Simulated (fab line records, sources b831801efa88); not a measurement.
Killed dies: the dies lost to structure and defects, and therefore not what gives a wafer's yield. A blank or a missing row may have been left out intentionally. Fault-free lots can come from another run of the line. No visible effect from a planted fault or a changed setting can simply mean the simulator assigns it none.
Which tool was responsible?	flow gf180mcu	10 lots with 30 wafers sampled at 6 steps, on a route of 602 steps

== WHAT THE GAUGES READ, wafer by wafer ==
GF_M3_RS_MEAS_05: a four-point-probe measurement. Usual: M3_ALCU_RS gives 0.0699 ohm/sq (standard deviation 0.00056).
lot	measured	on	M3_ALCU_RS (ohm/sq)	flag
L219	day 21 00:04	film_metro-01	0.0698 0.0696 0.0697	
L218	day 21 01:11	film_metro-03	0.0699 0.0685 0.0691	
L222	day 22 17:00	film_metro-02	0.0694 0.0693 0.0695	
L223	day 23 05:53	film_metro-03	0.0701 0.0692 0.0705	
L226	day 23 23:29	film_metro-02	0.0703 0.0712 0.0712	
L231	day 25 06:39	film_metro-03	0.0700 0.0696 0.0694	
L233	day 26 01:22	film_metro-02	0.0505 0.0695 0.0506	OFF
L235	day 26 15:17	film_metro-02	0.0706 0.0705 0.0708	
L236	day 26 18:39	film_metro-01	0.0702 0.0698 0.0693	
L238	day 27 07:11	film_metro-03	0.0694 0.0695 0.0692	

GF_M3_THK_MEAS_06: measures by xrf. Usual: M3_ALCU_THK gives 450 nm (standard deviation 4.5).
lot	measured	on	M3_ALCU_THK (nm)	flag
L219	day 21 00:10	film_metro-01	448 448 450	
L218	day 21 01:18	film_metro-03	451 463 460	
L222	day 22 17:07	film_metro-02	451 456 454	
L223	day 23 05:59	film_metro-03	449 453 448	
L226	day 23 23:36	film_metro-02	447 442 441	
L231	day 25 06:45	film_metro-03	452 456 458	
L233	day 26 01:29	film_metro-02	623 454 621	OFF
L235	day 26 15:23	film_metro-02	446 446 443	
L236	day 26 18:46	film_metro-01	447 449 452	
L238	day 27 07:17	film_metro-03	454 452 456	

== EACH LOT AND THE TOOL THAT RAN IT (in order: tool; ch and the chambers of the sampled wafers; start) ==
lot	GF_V2_CMP_26	GF_M3_SPUTTER_00	GF_M3_SPUTTER_02	GF_M3_SPUTTER_04
L219	cmp-02 ch 2,3, day 20 23:30	pvd_sputter-01, day 20 23:48	pvd_sputter-01, day 20 23:56	pvd_sputter-01, day 20 23:59
L218	cmp-02 ch 1,2,3, day 21 00:46	pvd_sputter-01, day 21 00:58	pvd_sputter-01, day 21 01:05	pvd_sputter-01, day 21 01:08
L222	cmp-02 ch 0,2, day 22 16:32	pvd_sputter-02, day 22 16:47	pvd_sputter-02, day 22 16:55	pvd_sputter-02, day 22 16:58
L223	cmp-01 ch 0,2,3, day 23 05:25	pvd_sputter-02, day 23 05:37	pvd_sputter-02, day 23 05:45	pvd_sputter-02, day 23 05:48
L226	cmp-02 ch 0,1,3, day 23 23:00	pvd_sputter-04, day 23 23:15	pvd_sputter-04, day 23 23:23	pvd_sputter-04, day 23 23:26
L231	cmp-01 ch 0,1,3, day 25 06:08	pvd_sputter-02, day 25 06:23	pvd_sputter-02, day 25 06:31	pvd_sputter-02, day 25 06:35
L233	cmp-02 ch 0,1, day 26 00:51	pvd_sputter-02, day 26 01:09	pvd_sputter-02, day 26 01:17	pvd_sputter-02, day 26 01:20
L235	cmp-01 ch 0,1,2, day 26 14:49	pvd_sputter-01, day 26 15:01	pvd_sputter-01, day 26 15:09	pvd_sputter-01, day 26 15:12
L236	cmp-02 ch 2,3, day 26 18:07	pvd_sputter-04, day 26 18:25	pvd_sputter-04, day 26 18:32	pvd_sputter-04, day 26 18:35
L238	cmp-02 ch 0,3, day 27 06:38	pvd_sputter-01, day 27 06:56	pvd_sputter-01, day 27 07:04	pvd_sputter-01, day 27 07:07
- GF_V2_CMP_26: polishes, stops on SiO2, t overpolish 15 s, target thk 0 nm.
- GF_M3_SPUTTER_00: material Ti, target thk 37.5 nm, time 150 s.
- GF_M3_SPUTTER_02: material AlCu, target thk 450 nm, time 23.9 s.
- GF_M3_SPUTTER_04: material TiN, target thk 50 nm, time 41.7 s.

== AS READ BY THE TOOLS THEMSELVES (means over the sampled wafers that have a number; for cases with no such wafer, the mark the record gives instead) ==
GF_V2_CMP_26. Usual: motor_current_A 11.4 A, standard deviation 0.79; overpolish_run_s 14.999 s, standard deviation 0.0094; retaining_ring_pressure_frac 0.999, standard deviation 0.0051; time_to_endpoint_s 82 s, standard deviation 3.2.
lot	tool	motor_current_A (A)	overpolish_run_s (s)	retaining_ring_pressure_frac	time_to_endpoint_s (s)	flag
L219	cmp-02	11.1	14.997	0.997	80	
L218	cmp-02	11.6	15.001	1.001	82	
L222	cmp-02	11.6	15.002	1.001	82	
L223	cmp-01	10.6	14.996	1.001	80	
L226	cmp-02	12.1	15.005	0.995	84	
L231	cmp-01	10.7	14.998	0.997	79	
L233	cmp-02	12.0	14.998	0.995	85	
L235	cmp-01	11.4	15.011	0.996	82	
L236	cmp-02	11.3	14.998	1.002	84	
L238	cmp-02	11.6	14.999	0.999	81	

GF_M3_SPUTTER_00. Usual: cathode_dc_power_W 4000.0 W, standard deviation 0.67; throttle_valve_pct 29.9 %, standard deviation 1.1.
lot	tool	cathode_dc_power_W (W)	throttle_valve_pct (%)	flag
L219	pvd_sputter-01	4000.5	29.3	
L218	pvd_sputter-01	3999.5	29.2	
L222	pvd_sputter-02	4000.0	30.2	
L223	pvd_sputter-02	4000.3	29.1	
L226	pvd_sputter-04	3999.5	31.1	
L231	pvd_sputter-02	3999.6	29.9	
L233	pvd_sputter-02	3999.5	30.6	
L235	pvd_sputter-01	3999.6	29.9	
L236	pvd_sputter-04	3999.9	30.4	
L238	pvd_sputter-01	4000.1	29.3	

GF_M3_SPUTTER_02. Usual: cathode_dc_power_W 10600 W, standard deviation 2.1; throttle_valve_pct 30.0 %, standard deviation 1.1.
lot	tool	cathode_dc_power_W (W)	throttle_valve_pct (%)	flag
L219	pvd_sputter-01	10600	29.4	
L218	pvd_sputter-01	10601	29.4	
L222	pvd_sputter-02	10601	30.2	
L223	pvd_sputter-02	10598	29.1	
L226	pvd_sputter-04	10602	31.2	
L231	pvd_sputter-02	10598	30.0	
L233	pvd_sputter-02	10602	30.5	
L235	pvd_sputter-01	10601	29.7	
L236	pvd_sputter-04	10601	30.6	
L238	pvd_sputter-01	10601	29.2	

GF_M3_SPUTTER_04. Usual: cathode_dc_power_W 6500.0 W, standard deviation 1.2; throttle_valve_pct 29.9 %, standard deviation 1.1.
lot	tool	cathode_dc_power_W (W)	throttle_valve_pct (%)	flag
L219	pvd_sputter-01	6499.2	29.2	
L218	pvd_sputter-01	6499.4	29.4	
L222	pvd_sputter-02	6500.1	30.1	
L223	pvd_sputter-02	6500.5	29.2	
L226	pvd_sputter-04	6500.1	31.1	
L231	pvd_sputter-02	6500.8	30.0	
L233	pvd_sputter-02	6500.8	30.4	
L235	pvd_sputter-01	6500.6	29.8	
L236	pvd_sputter-04	6500.3	30.5	
L238	pvd_sputter-01	6500.2	29.4	

== THE ANSWER, worked out from the rows above alone ==
Rule: take the mean of a lot's wafers that have a number; if it is more than 3 standard deviations from the usual mean, the lot is off. Also off: a lot with no number at a reading for which 4 or more lots have one. Where the step has rows for the other lots, those lots are counted as sound. After the gauges, taken in route order, come the tools' own readings; for these a lot's mean is taken, as printed above. The first step at which some lot is off is used, and at that step the reading that is off furthest; a lot without a number counts as furthest.
Off: at GF_M3_RS_MEAS_05 (M3_ALCU_RS), L233.
A tool fits if, at a process step before that reading, it ran every lot that is off, and no sound lot after the first of them. Those tools and the gauges at GF_M3_RS_MEAS_05 are tried in the same way. One candidate fits, namely pvd_sputter-02 at GF_M3_SPUTTER_00 and GF_M3_SPUTTER_02 and GF_M3_SPUTTER_04. At GF_M3_SPUTTER_00 its last sound lot is L231 (day 25 06:23), its first lot that is off L233 (day 26 01:09): a fault that began between those two fits.

== WHAT THE SIMULATOR HAD PUT IN ==
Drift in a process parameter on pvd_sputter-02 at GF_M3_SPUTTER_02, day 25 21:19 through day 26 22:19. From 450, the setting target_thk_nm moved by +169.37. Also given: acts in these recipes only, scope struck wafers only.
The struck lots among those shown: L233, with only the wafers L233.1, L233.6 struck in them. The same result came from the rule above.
